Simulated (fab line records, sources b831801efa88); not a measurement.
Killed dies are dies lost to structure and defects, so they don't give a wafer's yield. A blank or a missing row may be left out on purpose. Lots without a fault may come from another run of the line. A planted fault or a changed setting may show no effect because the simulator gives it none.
fab line records | flow sky130
record lots=12 wafers=36 last_day=50
route steps=708 shown METAL3@536 METAL4@629 VIA4@642 METAL5@663 PAD_OPEN@708
lots that met no fault: from a run of the same line without faults
start_h: hours from the record's first day to the start of the lot's first wafer shown | wait_h: hours since the lot's step before | " the same as in the row above | L1.1+2: a row that stands for several wafers | - no value, or no start given | * or withheld: withheld | < > ~ a bound
route shown NAME@n: a module of which the file shows steps, and the number in the route of the first | usual: mean/standard deviation of fault-free wafers | same: alike in all rows | chamber/n: place in a boat | sites: the reading at each site | _std_site: their standard deviation | _edge_site: outer sites' mean less inner sites' | radius_mm: how far each site lies from the wafer's centre | mask NAME#n: copy n | behind: the tool/chamber that last shaped the wafer | hold: why the lot was held/for how many hours/how that ended | device: the transistor (n, p or np) that didn't switch | end of line: the same wafers' tests at the end of the route | a step without rows: its recipe alone | killed: dies lost to structure and defects at the first sort, not the wafer's yield | map: a wafer's dies, x killed, . not, _ none there
set.NAME: the setting as run; set.NAME@STEP: as run at that earlier step | model.NAME: the simulator's own value behind a step, which no gauge read
steps of the route over a sample of lots; a table a step, a row a wafer
services: from which hour (start_h, from the record's first day; less than 0 if before it) a tool's chamber was out of use, for how many hours, and why
## steps
# step SKY_METAL3_SPUTTER_04
# recipe material=TiN target_thk_nm=70 power_w=6500 time_s=58.3 chamber_pressure_pa=0.4
# usual throttle_valve_pct=30.0/1.1
# columns lot.wafer tool chamber start_h wait_h throttle_valve_pct
L896.3 pvd_sputter-02 - 852.81 0.0 28.9
L896.4 " - " " 29.0
L896.6 " - " " 28.9
L898.3 pvd_sputter-02 - 865.36 0.0 31.6
L898.4 " - " " 29.0
L898.6 " - " " 29.2
L899.1 pvd_sputter-02 - 865.63 0.0 28.9
L899.4 " - " " 31.6
L899.5 " - " " 29.2
L897.1 pvd_sputter-04 - 869.81 0.0 31.0
L897.2 " - " " 29.7
L897.4 " - " " 30.9
L909.3 pvd_sputter-04 - 932.88 0.0 30.9
L909.4 " - " " 31.1
L909.6 " - " " 30.6
L911.1 pvd_sputter-04 - 952.77 0.0 29.4
L911.5 " - " " 30.7
L911.6 " - " " 30.8
L912.1 pvd_sputter-02 - 955.07 0.0 29.0
L912.3 " - " " 31.5
L912.6 " - " " 31.5
L913.3 pvd_sputter-04 - 965.15 0.0 30.9
L913.4 " - " " 29.4
L913.6 " - " " 30.7
L915.2 pvd_sputter-02 - 976.76 0.0 29.2
L915.5 " - " " 28.8
L915.6 " - " " 31.7
L916.1 pvd_sputter-02 - 992.56 0.0 29.1
L916.2 " - " " 28.7
L916.6 " - " " 28.8
L917.1 pvd_sputter-02 - 1008.59 0.0 31.6
L917.4 " - " " 29.3
L917.6 " - " " 31.6
L919.3 pvd_sputter-03 - 1009.26 0.0 31.2
L919.5 " - " " 31.2
L919.6 " - " " 31.0
# step SKY_METAL4_CD_MEAS_13
# recipe target_cd_nm=300
# usual cd_nm=299.9/1.5
# columns lot.wafer tool chamber start_h wait_h cd_nm
L896.3 cd_sem-01 - 980.37 - 302.5
L896.4 " - " " 302.2
L896.6 " - " " 302.7
L898.3 cd_sem-02 - 991.32 - 299.1
L898.4 " - " " 299.0
L898.6 " - " " 298.9
L899.1 cd_sem-01 - 993.03 - 300.8
L899.4 " - " " 298.9
L899.5 " - " " 301.3
L897.1 cd_sem-01 - 995.44 - 301.1
L897.2 " - " " 302.0
L897.4 " - " " 300.5
L909.3 cd_sem-02 - 1053.42 - 301.2
L909.4 " - " " 299.3
L909.6 " - " " 301.3
L911.1 cd_sem-02 - 1072.13 - 299.9
L911.5 " - " " 299.7
L911.6 " - " " 299.7
L912.1 cd_sem-01 - 1075.33 - 301.1
L912.3 " - " " 302.1
L912.6 " - " " 301.7
L913.3 cd_sem-02 - 1083.67 - 301.4
L913.4 " - " " 301.0
L913.6 " - " " 300.6
L915.2 cd_sem-01 - 1091.71 - 299.6
L915.5 " - " " 299.3
L915.6 " - " " 298.7
L916.1 cd_sem-02 - 1106.18 - 299.7
L916.2 " - " " 301.6
L916.6 " - " " 301.2
L917.1 cd_sem-01 - 1120.48 - 298.0
L917.4 " - " " 296.0
L917.6 " - " " 297.3
L919.3 cd_sem-01 - 1121.13 - 302.0
L919.5 " - " " 303.4
L919.6 " - " " 301.5
# step SKY_VIA4_BOW_MEAS_03
# recipe mode=bow
# usual VIA4_BOW=81/8
# columns lot.wafer tool chamber start_h wait_h VIA4_BOW[um]
L896.3 film_metro-02 - 982.02 0.2 85
L896.4 " - " " 91
L896.6 " - " " 97
L898.3 film_metro-02 - 992.97 0.1 73
L898.4 " - " " 82
L898.6 " - " " 90
L899.1 film_metro-02 - 994.78 0.1 76
L899.4 " - " " 86
L899.5 " - " " 72
L897.1 film_metro-01 - 997.18 0.1 73
L897.2 " - " " 87
L897.4 " - " " 80
L909.3 film_metro-04 - 1055.03 0.3 74
L909.4 " - " " 80
L909.6 " - " " 63
L911.1 film_metro-02 - 1073.74 0.1 90
L911.5 " - " " 86
L911.6 " - " " 79
L912.1 film_metro-04 - 1077.12 0.2 76
L912.3 " - " " 88
L912.6 " - " " 82
L913.3 film_metro-02 - 1085.29 0.2 70
L913.4 " - " " 97
L913.6 " - " " 99
L915.2 film_metro-02 - 1093.67 0.3 82
L915.5 " - " " 79
L915.6 " - " " 75
L916.1 film_metro-02 - 1108.25 0.1 76
L916.2 " - " " 82
L916.6 " - " " 77
L917.1 film_metro-02 - 1122.15 0.1 85
L917.4 " - " " 76
L917.6 " - " " 91
L919.3 film_metro-02 - 1123.19 0.3 92
L919.5 " - " " 83
L919.6 " - " " 80
# step SKY_METAL5_SPUTTER_02
# recipe material=AlCu target_thk_nm=1150 power_w=10600 time_s=61.2 chamber_pressure_pa=0.4
# usual throttle_valve_pct=29.8/1.1
# columns lot.wafer tool chamber start_h wait_h throttle_valve_pct
L896.3 pvd_sputter-02 - 1006.63 0.0 31.6
L896.4 " - " " 29.2
L896.6 " - " " 28.8
L898.3 pvd_sputter-03 - 1016.89 0.0 28.5
L898.4 " - " " 31.0
L898.6 " - " " 30.9
L899.1 pvd_sputter-02 - 1018.77 0.0 28.9
L899.4 " - " " 28.7
L899.5 " - " " 28.9
L897.1 pvd_sputter-03 - 1020.79 0.0 31.1
L897.2 " - " " 30.9
L897.4 " - " " 28.5
L909.3 pvd_sputter-02 - 1077.04 0.0 28.6
L909.4 " - " " 29.2
L909.6 " - " " 29.3
L911.1 pvd_sputter-03 - 1096.47 0.0 29.3
L911.5 " - " " 31.0
L911.6 " - " " 31.5
L912.1 pvd_sputter-02 - 1098.56 0.0 28.8
L912.3 " - " " 31.4
L912.6 " - " " 31.8
L913.3 pvd_sputter-02 - 1106.93 0.0 28.9
L913.4 " - " " 32.1
L913.6 " - " " 31.6
L915.2 pvd_sputter-03 - 1114.79 0.0 29.3
L915.5 " - " " 30.7
L915.6 " - " " 31.1
L916.1 pvd_sputter-02 - 1129.06 0.0 29.3
L916.2 " - " " 29.0
L916.6 " - " " 28.9
L917.1 pvd_sputter-03 - 1142.09 0.0 28.7
L917.4 " - " " 29.0
L917.6 " - " " 28.7
L919.3 pvd_sputter-03 - 1142.79 0.0 28.7
L919.5 " - " " 28.7
L919.6 " - " " 29.3
# step SKY_PAD_OPEN_PROBE_99
# usual defect_limited_yield=82.5/1.9 killed_at_M0_to_M3=44/7.2 killed_at_M4_up=3.1/1.7 killed_at_contacts=25/5.1 killed_at_front_end=14/4.6 killed_at_other=0.3/0.59 killed_dies=86/9.6 killed_open=47/7.4 killed_short=39/6 sort_bin_3_pad_short=0.8/0.4 sort_bin_5_function=10.4/1.5 sort_bin_6_memory=6.2/1.1 sort_n_pass=406/9.6 sort_yield_pct=82.5/1.9
# same gross_dies=492 killed_at_back_side=0 sort_bin_4_leakage[%]=0 sort_bin_8_speed[%]=0
# columns lot.wafer tool chamber start_h wait_h hold defect_limited_yield[%] killed_at_M0_to_M3 killed_at_M4_up killed_at_contacts killed_at_front_end killed_at_other killed_dies killed_open killed_short sort_bin_3_pad_short[%] sort_bin_5_function[%] sort_bin_6_memory[%] sort_n_pass sort_yield_pct[%]
L896.3 prober-01 - 1076.80 0.2 - 79.5 49 3 28 21 0 101 53 48 1.0 13.2 6.3 391 79.5
L896.4 prober-01 - 1076.85 0.2 - 79.1 46 2 32 23 0 103 53 50 1.4 12.6 6.9 389 79.1
L896.6 prober-01 - 1076.95 0.2 - 84.1 38 1 23 16 0 78 44 34 0.4 10.4 5.1 414 84.1
L898.3 prober-02 - 1086.97 0.2 - 80.9 45 3 25 20 1 94 50 44 1.0 9.8 8.3 398 80.9
L898.4 prober-02 - 1087.02 0.2 - 81.9 45 3 30 11 0 89 51 38 1.2 9.8 7.1 403 81.9
L898.6 prober-02 - 1087.12 0.2 - 83.7 37 5 26 12 0 80 54 26 0.6 10.4 5.3 412 83.7
L899.1 prober-01 - 1087.21 0.1 await_dispo/3.8h/release 80.3 58 5 18 15 1 97 42 36 2.2 12.0 5.5 395 80.3
L899.4 prober-01 - 1087.36 0.2 await_dispo/3.8h/release 83.1 37 4 28 13 1 83 47 36 0.2 9.8 6.9 409 83.1
L899.5 prober-01 - 1087.41 0.2 await_dispo/3.8h/release 82.3 49 1 18 19 0 87 53 34 0.2 10.0 7.5 405 82.3
L897.1 prober-02 - 1088.37 0.1 - 82.3 42 2 20 23 0 87 44 43 1.4 10.4 5.9 405 82.3
L897.2 prober-02 - 1088.42 0.1 - 82.9 52 1 23 8 0 84 45 39 1.2 10.0 5.9 408 82.9
L897.4 prober-02 - 1088.52 0.2 - 87.8 33 1 15 10 1 60 23 37 0.6 6.9 4.7 432 87.8
L909.3 prober-01 - 1140.27 0.2 - 85.0 37 3 15 19 0 74 33 41 1.2 9.3 4.5 418 85.0
L909.4 prober-01 - 1140.32 0.2 - 82.5 44 1 31 10 0 86 45 41 0.8 10.0 6.7 406 82.5
L909.6 prober-01 - 1140.42 0.2 - 81.1 50 3 23 16 1 93 54 39 0.4 11.6 6.9 399 81.1
L911.1 prober-01 - 1157.48 0.1 - 82.5 44 0 25 17 0 86 56 30 0.2 11.4 5.9 406 82.5
L911.5 prober-01 - 1157.68 0.2 - 82.9 39 2 25 18 0 84 51 33 0.8 10.2 6.1 408 82.9
L911.6 prober-01 - 1157.73 0.2 - 82.9 52 1 20 11 0 84 45 39 0.8 10.2 6.1 408 82.9
L912.1 prober-02 - 1158.98 0.1 - 84.1 38 4 22 14 0 78 39 39 0.4 8.5 6.9 414 84.1
L912.3 prober-02 - 1159.08 0.2 - 79.9 53 4 29 12 1 99 47 52 1.0 12.2 6.9 393 79.9
L912.6 prober-02 - 1159.23 0.2 - 83.9 42 3 20 14 0 79 48 31 1.6 8.3 6.1 413 83.9
L913.3 prober-01 - 1165.56 0.2 - 81.9 51 3 26 9 0 89 43 46 1.0 9.3 7.7 403 81.9
L913.4 prober-01 - 1165.61 0.2 - 83.3 49 2 18 13 0 82 44 38 0.4 11.2 5.1 410 83.3
L913.6 prober-01 - 1165.71 0.2 - 85.6 35 5 18 12 1 71 40 31 0.8 9.6 4.1 421 85.6
L915.2 prober-01 - 1171.74 0.1 - 85.8 39 1 18 12 0 70 41 29 0.4 9.3 4.5 422 85.8
L915.5 prober-01 - 1171.89 0.2 - 84.3 42 2 24 9 0 77 43 34 0.2 9.3 6.1 415 84.3
L915.6 prober-01 - 1171.94 0.2 - 81.9 47 6 25 11 0 89 46 43 1.0 10.6 6.5 403 81.9
L916.1 prober-02 - 1183.00 0.1 - 82.3 39 4 23 21 0 87 49 38 1.4 10.4 5.9 405 82.3
L916.2 prober-02 - 1183.05 0.1 - 79.3 42 4 31 24 1 102 63 39 0.8 13.2 6.7 390 79.3
L916.6 prober-02 - 1183.25 0.2 - 81.5 43 6 26 16 0 91 56 35 1.6 8.9 7.9 401 81.5
L917.1 prober-01 - 1194.15 0.1 - 79.9 47 4 30 17 1 99 49 50 0 12.6 7.5 393 79.9
L917.4 prober-01 - 1194.30 0.2 - 82.1 37 4 26 21 0 88 37 51 1.4 10.0 6.5 404 82.1
L917.6 prober-01 - 1194.40 0.2 - 80.5 56 2 18 20 0 96 59 37 0.4 12.8 6.3 396 80.5
L919.3 prober-02 - 1195.55 0.2 - 81.1 48 0 23 21 1 93 49 44 0.6 11.6 6.7 399 81.1
L919.5 prober-02 - 1195.65 0.2 - 82.1 40 3 32 13 0 88 52 36 0.4 10.8 6.7 404 82.1
L919.6 prober-02 - 1195.70 0.2 - 85.8 39 0 25 6 0 70 38 32 1.0 8.7 4.5 422 85.8
# killed by level:class
L896.3 VIA1:geometric_particle:open=13 VIA2:geometric_particle:open=12 LOCAL_INTERCONNECT:geometric_particle:short=9 FIELD_ISO:geometric_particle:open=8 LI_CONTACT:geometric_particle:open=6 VIA1:geometric_particle:short=6 FIELD_ISO:geometric_particle:short=5 CONTACT:geometric_particle:open=5
L896.4 VIA1:geometric_particle:open=11 LOCAL_INTERCONNECT:geometric_particle:short=8 CONTACT:geometric_particle:open=8 POLY_GATE:geometric_particle:open=7 LI_CONTACT:geometric_particle:short=6 LI_CONTACT:geometric_particle:open=6 METAL1:geometric_particle:short=6 METAL2:geometric_particle:short=6
L896.6 VIA3:geometric_particle:open=10 VIA1:geometric_particle:open=8 METAL1:geometric_particle:short=7 LI_CONTACT:geometric_particle:open=6 LOCAL_INTERCONNECT:geometric_particle:short=6 CONTACT:geometric_particle:open=6 CONTACT:geometric_particle:short=5 FIELD_ISO:geometric_particle:open=4
L898.3 VIA1:geometric_particle:open=12 FIELD_ISO:geometric_particle:short=9 CONTACT:geometric_particle:open=9 VIA3:geometric_particle:open=8 LI_CONTACT:geometric_particle:open=7 VIA2:geometric_particle:open=7 VIA3:geometric_particle:short=6 POLY_GATE:geometric_particle:short=4
L898.4 CONTACT:geometric_particle:open=13 VIA1:geometric_particle:open=10 VIA2:geometric_particle:open=10 CONTACT:geometric_particle:short=6 LI_CONTACT:geometric_particle:open=6 METAL1:geometric_particle:short=5 VIA1:geometric_particle:short=5 METAL2:geometric_particle:short=4
L898.6 VIA1:geometric_particle:open=13 CONTACT:geometric_particle:open=12 VIA2:geometric_particle:open=7 FIELD_ISO:geometric_particle:open=6 LI_CONTACT:geometric_particle:open=6 CONTACT:geometric_particle:short=4 METAL4:geometric_particle:short=4 VIA3:geometric_particle:open=4
L899.1 METAL3:unspecified=19 CONTACT:geometric_particle:open=10 METAL1:geometric_particle:short=6 VIA1:geometric_particle:open=6 VIA3:geometric_particle:open=5 FIELD_ISO:geometric_particle:short=4 POLY_GATE:geometric_particle:short=4 LI_CONTACT:geometric_particle:open=4
L899.4 CONTACT:geometric_particle:open=10 LI_CONTACT:geometric_particle:open=9 VIA3:geometric_particle:open=9 CONTACT:geometric_particle:short=7 VIA1:geometric_particle:short=6 VIA1:geometric_particle:open=6 FIELD_ISO:geometric_particle:open=4 VIA2:geometric_particle:short=4
L899.5 VIA1:geometric_particle:open=14 LI_CONTACT:geometric_particle:open=10 VIA2:geometric_particle:open=8 FIELD_ISO:geometric_particle:short=6 POLY_GATE:geometric_particle:open=6 METAL1:geometric_particle:short=6 VIA1:geometric_particle:short=5 VIA3:geometric_particle:open=5
L897.1 VIA1:geometric_particle:open=9 LI_CONTACT:geometric_particle:short=8 FIELD_ISO:geometric_particle:short=7 VIA2:geometric_particle:open=7 METAL1:geometric_particle:short=6 FIELD_ISO:geometric_particle:open=5 LI_CONTACT:geometric_particle:open=5 VIA3:geometric_particle:open=5
L897.2 VIA1:geometric_particle:open=14 CONTACT:geometric_particle:open=13 VIA3:geometric_particle:open=6 METAL1:geometric_particle:short=5 VIA2:geometric_particle:open=5 METAL3:geometric_particle:short=5 FIELD_ISO:geometric_particle:short=4 VIA1:geometric_particle:short=4
L897.4 METAL2:geometric_particle:short=9 CONTACT:geometric_particle:open=6 METAL1:geometric_particle:short=6 VIA3:geometric_particle:open=6 POLY_GATE:geometric_particle:short=4 FIELD_ISO:geometric_particle:short=3 VIA1:geometric_particle:short=3 CONTACT:geometric_particle:short=3
L909.3 VIA1:geometric_particle:open=9 LI_CONTACT:geometric_particle:open=8 FIELD_ISO:geometric_particle:short=7 METAL2:geometric_particle:short=6 METAL1:geometric_particle:short=5 VIA1:geometric_particle:short=5 FIELD_ISO:geometric_particle:open=3 POLY_GATE:geometric_particle:short=3
L909.4 CONTACT:geometric_particle:open=13 VIA1:geometric_particle:open=9 CONTACT:geometric_particle:short=7 METAL1:geometric_particle:short=7 LI_CONTACT:geometric_particle:open=6 VIA2:geometric_particle:open=5 VIA3:geometric_particle:open=5 VIA3:geometric_particle:short=5
L909.6 CONTACT:geometric_particle:open=10 VIA3:geometric_particle:open=10 VIA1:geometric_particle:open=9 VIA2:geometric_particle:open=8 VIA2:geometric_particle:short=6 FIELD_ISO:geometric_particle:short=5 METAL1:geometric_particle:short=5 LI_CONTACT:geometric_particle:short=4
L911.1 LI_CONTACT:geometric_particle:open=10 CONTACT:geometric_particle:open=9 VIA1:geometric_particle:open=9 VIA2:geometric_particle:open=9 METAL1:geometric_particle:short=6 FIELD_ISO:geometric_particle:open=4 VIA1:geometric_particle:short=4 POLY_GATE:geometric_particle:short=3
L911.5 VIA1:geometric_particle:open=11 LI_CONTACT:geometric_particle:open=9 CONTACT:geometric_particle:open=9 VIA1:geometric_particle:short=6 VIA3:geometric_particle:open=6 FIELD_ISO:geometric_particle:short=4 POLY_GATE:geometric_particle:short=4 POLY_GATE:geometric_particle:open=4
L911.6 VIA1:geometric_particle:open=14 VIA2:geometric_particle:open=9 VIA1:geometric_particle:short=9 LOCAL_INTERCONNECT:geometric_particle:short=6 METAL1:geometric_particle:short=6 LI_CONTACT:geometric_particle:open=5 FIELD_ISO:geometric_particle:open=4 VIA3:geometric_particle:open=4
L912.1 VIA3:geometric_particle:open=10 VIA1:geometric_particle:open=7 LI_CONTACT:geometric_particle:open=6 CONTACT:geometric_particle:open=5 METAL1:geometric_particle:short=5 VIA1:geometric_particle:short=5 POLY_GATE:geometric_particle:short=4 METAL4:geometric_particle:short=4
L912.3 CONTACT:geometric_particle:open=13 METAL1:geometric_particle:short=12 LOCAL_INTERCONNECT:geometric_particle:short=7 VIA1:geometric_particle:open=7 METAL2:geometric_particle:short=7 VIA2:geometric_particle:short=6 LI_CONTACT:geometric_particle:open=5 METAL3:geometric_particle:short=5
L912.6 VIA1:geometric_particle:open=10 VIA2:geometric_particle:open=9 CONTACT:geometric_particle:open=8 VIA3:geometric_particle:open=7 METAL3:geometric_particle:short=5 LI_CONTACT:geometric_particle:open=5 FIELD_ISO:geometric_particle:open=4 POLY_GATE:geometric_particle:open=3
L913.3 VIA1:geometric_particle:open=12 CONTACT:geometric_particle:open=9 LI_CONTACT:geometric_particle:open=7 METAL2:geometric_particle:short=7 METAL3:geometric_particle:short=7 VIA2:geometric_particle:open=5 VIA2:geometric_particle:short=5 CONTACT:geometric_particle:short=4
L913.4 VIA1:geometric_particle:open=13 CONTACT:geometric_particle:open=8 METAL1:geometric_particle:short=8 METAL2:geometric_particle:short=6 VIA3:geometric_particle:open=6 VIA2:geometric_particle:open=5 FIELD_ISO:geometric_particle:open=4 LI_CONTACT:geometric_particle:short=4
L913.6 VIA1:geometric_particle:open=8 CONTACT:geometric_particle:open=7 VIA2:geometric_particle:open=6 CONTACT:geometric_particle:short=5 FIELD_ISO:geometric_particle:open=4 LI_CONTACT:geometric_particle:open=4 VIA1:geometric_particle:short=4 METAL1:geometric_particle:short=4
L915.2 VIA1:geometric_particle:open=12 CONTACT:geometric_particle:open=8 VIA3:geometric_particle:open=6 FIELD_ISO:geometric_particle:short=4 LI_CONTACT:geometric_particle:open=4 METAL1:geometric_particle:short=4 VIA3:geometric_particle:short=4 POLY_CUT:geometric_particle:open=3
L915.5 VIA1:geometric_particle:open=14 CONTACT:geometric_particle:open=11 VIA1:geometric_particle:short=6 CONTACT:geometric_particle:short=5 METAL1:geometric_particle:short=5 POLY_GATE:geometric_particle:short=4 LI_CONTACT:geometric_particle:short=4 LI_CONTACT:geometric_particle:open=4
L915.6 VIA1:geometric_particle:open=13 VIA3:geometric_particle:open=12 CONTACT:geometric_particle:open=8 METAL2:geometric_particle:short=7 LOCAL_INTERCONNECT:geometric_particle:short=6 METAL4:geometric_particle:short=6 LI_CONTACT:geometric_particle:short=5 METAL1:geometric_particle:short=5
L916.1 VIA1:geometric_particle:open=11 CONTACT:geometric_particle:open=7 FIELD_ISO:geometric_particle:open=6 VIA3:geometric_particle:open=6 LI_CONTACT:geometric_particle:open=5 METAL2:geometric_particle:short=5 METAL1:geometric_particle:short=4 POLY_GATE:geometric_particle:short=4
L916.2 VIA1:geometric_particle:open=10 FIELD_ISO:geometric_particle:open=9 CONTACT:geometric_particle:open=9 LI_CONTACT:geometric_particle:open=7 POLY_GATE:geometric_particle:open=6 LOCAL_INTERCONNECT:geometric_particle:short=6 METAL2:geometric_particle:short=6 CONTACT:geometric_particle:short=6
L916.6 VIA1:geometric_particle:open=13 CONTACT:geometric_particle:open=12 VIA2:geometric_particle:open=7 LI_CONTACT:geometric_particle:open=6 METAL2:geometric_particle:short=5 CONTACT:geometric_particle:short=4 VIA3:geometric_particle:open=4 METAL4:geometric_particle:short=4
L917.1 VIA1:geometric_particle:open=15 VIA3:geometric_particle:open=8 LOCAL_INTERCONNECT:geometric_particle:short=8 CONTACT:geometric_particle:short=7 POLY_GATE:geometric_particle:open=6 METAL2:geometric_particle:short=6 LI_CONTACT:geometric_particle:short=5 LI_CONTACT:geometric_particle:open=5
L917.4 CONTACT:geometric_particle:open=12 FIELD_ISO:geometric_particle:short=6 CONTACT:geometric_particle:short=6 METAL2:geometric_particle:short=6 METAL1:geometric_particle:short=6 VIA3:geometric_particle:open=6 FIELD_ISO:geometric_particle:open=5 POLY_GATE:geometric_particle:short=5
L917.6 VIA3:geometric_particle:open=11 VIA1:geometric_particle:open=10 CONTACT:geometric_particle:open=8 METAL1:geometric_particle:short=8 VIA2:geometric_particle:open=8 FIELD_ISO:geometric_particle:open=5 LI_CONTACT:geometric_particle:open=5 VIA3:geometric_particle:short=5
L919.3 VIA1:geometric_particle:open=8 LI_CONTACT:geometric_particle:open=8 METAL1:geometric_particle:short=8 FIELD_ISO:geometric_particle:short=6 CONTACT:geometric_particle:open=6 VIA3:geometric_particle:open=6 VIA2:geometric_particle:open=6 LOCAL_INTERCONNECT:geometric_particle:short=5
L919.5 LI_CONTACT:geometric_particle:open=12 VIA1:geometric_particle:open=10 VIA2:geometric_particle:open=10 CONTACT:geometric_particle:open=9 POLY_GATE:geometric_particle:short=7 METAL1:geometric_particle:short=6 CONTACT:geometric_particle:short=5 LOCAL_INTERCONNECT:geometric_particle:short=4
L919.6 CONTACT:geometric_particle:open=10 METAL1:geometric_particle:short=9 VIA1:geometric_particle:open=7 VIA2:geometric_particle:open=6 METAL2:geometric_particle:short=5 LI_CONTACT:geometric_particle:open=4 LOCAL_INTERCONNECT:geometric_particle:short=4 LI_CONTACT:geometric_particle:short=3
## services
# columns tool chamber start_h hours kind
pvd_sputter-03 - 862.52 24.1 repair
pvd_sputter-02 3 870.05 - consumable_replace:kit
pvd_sputter-02 3 870.05 18.0 scheduled_down
pvd_sputter-02 3 870.05 18.0 vent_cycle
pvd_sputter-02 - 911.20 1.0 repair
pvd_sputter-03 0 935.57 - consumable_replace:kit
pvd_sputter-03 0 935.57 18.0 scheduled_down
pvd_sputter-03 0 935.57 18.0 vent_cycle
pvd_sputter-03 - 937.20 3.6 repair
pvd_sputter-04 - 982.18 7.5 repair
pvd_sputter-02 2 1012.30 - consumable_replace:kit
pvd_sputter-02 2 1012.30 18.0 scheduled_down
pvd_sputter-02 2 1012.30 18.0 vent_cycle
pvd_sputter-04 - 1030.24 6.7 repair
pvd_sputter-03 3 1051.69 - consumable_replace:kit
pvd_sputter-03 3 1051.69 18.0 scheduled_down
pvd_sputter-03 3 1051.69 18.0 vent_cycle
pvd_sputter-02 - 1103.56 3.2 repair
pvd_sputter-02 1 1136.40 - consumable_replace:kit
pvd_sputter-02 1 1136.40 18.0 scheduled_down
pvd_sputter-02 1 1136.40 18.0 vent_cycle
pvd_sputter-03 2 1139.85 - consumable_replace:kit
pvd_sputter-03 2 1139.85 18.0 scheduled_down
pvd_sputter-03 2 1139.85 18.0 vent_cycle
## key
first_sign step=SKY_PAD_OPEN_PROBE_99 reading=sort_bin_3_pad_short direction=up sigmas=3.5 usual=0.8 struck=2.2
effect step=SKY_PAD_OPEN_PROBE_99 reading=hold direction=added
met_at SKY_METAL3_SPUTTER_04
struck_lots L899
struck_wafers L899.1
not_acting_at SKY_METAL4_CD_MEAS_13,SKY_VIA4_BOW_MEAS_03,SKY_METAL5_SPUTTER_02
onset_between 852.81 865.63
fault kind=chamber_particle_source tool=pvd_sputter-02 chamber=- onset_h=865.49 steps=SKY_METAL3_SPUTTER_04 rate_per_visit_cm2=0.43558 end_h=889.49 scope=struck_wafers_only
